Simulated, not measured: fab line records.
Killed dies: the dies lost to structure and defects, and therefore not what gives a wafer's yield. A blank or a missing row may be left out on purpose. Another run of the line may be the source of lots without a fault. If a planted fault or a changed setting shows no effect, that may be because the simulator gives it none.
Chamber matching    flow gf180mcu    GF_STI_WET_ETCH_26 on wetBench-02 has 3 sister chambers
The step etches SiO2 in dHF, target depth 94 nm, time 188 s. 3 wafers are shown with their chamber, then 7 later ones without.

== WAFERS, EACH WITH ITS CHAMBER ==
wafer   chamber  tempC (C)
L723.6  3        24.99
L729.4  1        24.95
L731.2  2        24.99

== WAFERS WHOSE CHAMBER IS MISSING ==
wafer   tempC (C)
L731.3  25.00
L733.1  24.96
L733.2  25.04
L733.5  24.94
L738.1  24.93
L738.3  25.02
L738.5  25.07

== CHAMBER TAKEN BY EACH ==
wafer   from the rows above           in truth
L731.3  can't be placed: 2 or 3 or 1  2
L733.1  can't be placed: 1 or 2 or 3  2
L733.2  can't be placed: 2 or 3 or 1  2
L733.5  can't be placed: 1 or 2 or 3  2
L738.1  can't be placed: 1 or 2 or 3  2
L738.3  can't be placed: 2 or 3 or 1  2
L738.5  can't be placed: 2 or 3 or 1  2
Placed correctly: 0 of 7. These rows do not allow placing 7 (true chamber among the candidates in 7). Wrongly placed: 0.
How it was worked out, from the rows above alone: a wafer's distance from a chamber is the root of the sum, over the readings, of the square of ((its reading less the chamber's mean) divided by the reading's scatter). The wafer belongs to the nearest chamber; if the next one is less than 2 further off, it can't be placed. A chamber's mean is the mean of its shown wafers. The scatter (one wafer shown for each chamber): square how far every hidden wafer sits from the nearest shown wafer, average those squares and take the square root.
